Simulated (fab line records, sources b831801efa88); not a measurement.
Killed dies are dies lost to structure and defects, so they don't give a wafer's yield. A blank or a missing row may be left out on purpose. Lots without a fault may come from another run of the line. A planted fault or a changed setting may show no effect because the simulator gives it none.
Problem report in the 8D (eight disciplines) form, filled by code | flow gf180mcu | the parts of the form that need people (team, actions taken, sign-off) are left out

1. THE PROBLEM
HV_LDD_3_TW at GF_HV_LDD_TW_MEAS_38 reads a mean of 1350 on 6 wafers of 2 lots; wafers without a fault read 1432 with a standard deviation of 16. That is -5.1 standard deviations from the usual mean.
First seen on wafer L699.3, day 14 08:49, on film_metro-01. The record holds 36 wafers of 12 lots with a number at this step. Rule for "out", or "out of limits": more than 4 standard deviations from the usual mean. The other wafers with a number count as sound.

2. WHAT IT IS AND WHAT IT IS NOT
question                    | is                     | is not
which readings at this step | HV_LDD_3_TW            | -
which lots                  | L699, L702             | L690, L692, L694, L695, L697, L709, L710, L711, L712, L713
which wafers of those lots  | all that have a number | -
read on which gauges        | film_metro-01          | film_metro-03, film_metro-04
when                        | from day 14 08:49      | up to then (15 sound wafers); but 15 sound wafers of L709, L710, L711, L712, L713 came after

3. SUSPECTS, AND WHAT RULES EACH OUT
Counting: a tool at a process step up to the reading stays a suspect if it ran every lot that is out and no sound lot after the first of them.
- the gauge at GF_HV_LDD_TW_MEAS_38: ruled out. All the wafers that are out were read on film_metro-01, but those of them that GF_HV_LDD_IMPLANT_33 has rows for are out there too, on other tools.
- plasma_asher-02 at GF_HV_LDD_STRIP_22 (strips in O2/N2): ruled out as a lasting fault. Sound lots L710, L711, L712 ran on it after its first lot that is out, L699 (day 13 11:47).
- implanter-02 at GF_HV_LDD_IMPLANT_33: ruled out as a lasting fault. Sound lots L709, L713 ran on it after its first lot that is out, L699 (day 14 08:09).
Left after counting: nothing in the record.

4. THE CAUSE (what the simulator had put in)
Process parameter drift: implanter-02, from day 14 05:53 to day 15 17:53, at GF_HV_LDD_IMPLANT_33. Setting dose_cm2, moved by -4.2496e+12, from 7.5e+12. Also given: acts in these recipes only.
Counting ruled it out, wrongly: the rule takes a fault to strike every lot that its tool runs from its start on, and this one did not.

5. THE CHAIN OF EFFECTS, in route order
Each row: a reading whose mean over the struck wafers that have a number lies more than 3 standard deviations from the usual. Only readings for which the record gives a usual standard deviation are gone through. hours: the time from each lot's start at the first step in this table that gives one to its start at this step, as a median over the lots. sigmas: the change in usual standard deviations.
hours | step                 | reading            | usual        | on struck wafers | change     | sigmas
0     | GF_HV_LDD_IMPLANT_33 | dose_ions_cm2      | 7.497e+12    | 3.255e+12        | -4.242e+12 | -99 or more
0     | GF_HV_LDD_IMPLANT_33 | faraday_current_uA | 42.2         | 18.2             | -24.0      | -26
1     | GF_HV_LDD_TW_MEAS_38 | HV_LDD_3_TW        | 1432         | 1350             | -82        | -5.1
23    | GF_HV_LDD_RS_MEAS_53 | HV_LDD_RS          | 418.8 ohm/sq | 430.8            | +12.0      | +12
The process steps in it:
- GF_HV_LDD_IMPLANT_33
Later measuring or inspecting steps at which every struck wafer that the step has a row for has a number for every such reading, and none has moved that far: GF_HV_LDD_OVL_MEAS_47.

6. WHAT WOULD HAVE CAUGHT IT SOONER
In this record the first reading out of limits at a measuring or inspecting step was taken at day 14 08:49, 3 hours after the fault began at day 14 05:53.
The tool's own readings at GF_HV_LDD_IMPLANT_33 were out on every struck wafer that the step has a row for (dose_ions_cm2, faraday_current_uA): an alarm limit on them would have fired on the first of those.
